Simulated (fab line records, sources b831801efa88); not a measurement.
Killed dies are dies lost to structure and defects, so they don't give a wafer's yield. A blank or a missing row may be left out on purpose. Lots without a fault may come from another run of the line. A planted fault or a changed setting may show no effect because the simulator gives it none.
Chamber matching | flow sky130 | SKY_LI_CONTACT_CMP_24 on cmp-02: 4 sister chambers
The step polishes, stops on PSG, t overpolish 20 s, target thk 0 nm. 8 wafers are shown with their chamber, then 8 later ones without.

WAFERS WITH THEIR CHAMBER
wafer  | chamber | motor_current_A (A) | time_to_endpoint_s (s)
L183.4 | 3       | 9.9                 | 92
L185.4 | 0       | 11.4                | 103
L186.2 | 0       | 11.3                | 101
L186.4 | 1       | 10.4                | 95
L191.1 | 3       | 9.3                 | 90
L191.3 | 1       | 10.1                | 93
L191.5 | 2       | 11.9                | 89
L193.1 | 2       | 12.3                | 97

WAFERS WITHOUT THEIR CHAMBER
wafer  | motor_current_A (A) | time_to_endpoint_s (s)
L193.2 | 11.5                | 100
L193.6 | 11.2                | 104
L197.3 | 9.4                 | 89
L197.4 | 10.7                | 96
L197.5 | 10.9                | 97
L198.3 | 10.4                | 100
L198.4 | 11.8                | 98
L198.5 | 10.8                | 102

WHICH CHAMBER EACH WENT THROUGH
wafer  | from the rows above     | in truth
L193.2 | 0                       | 0
L193.6 | 0                       | 0
L197.3 | 3                       | 3
L197.4 | can't be placed: 1 or 0 | 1
L197.5 | can't be placed: 0 or 1 | 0
L198.3 | can't be placed: 1 or 0 | 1
L198.4 | can't be placed: 2 or 0 | 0
L198.5 | can't be placed: 0 or 1 | 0
Placed correctly: 3 of 8. Can't be placed from these rows: 5 (the true chamber is among the candidates in 5). Placed wrongly: 0.
How it was worked out, from the rows above alone: a wafer's distance from a chamber is the root of the sum, over the readings, of the square of ((its reading less the chamber's mean) divided by the reading's scatter). The wafer belongs to the nearest chamber; if the next one is less than 2 further off, it can't be placed. A chamber's mean is the mean of its shown wafers. The scatter: the root of (the sum of the squares of (reading less its chamber's mean) over the shown wafers, divided by (wafers less chambers)).
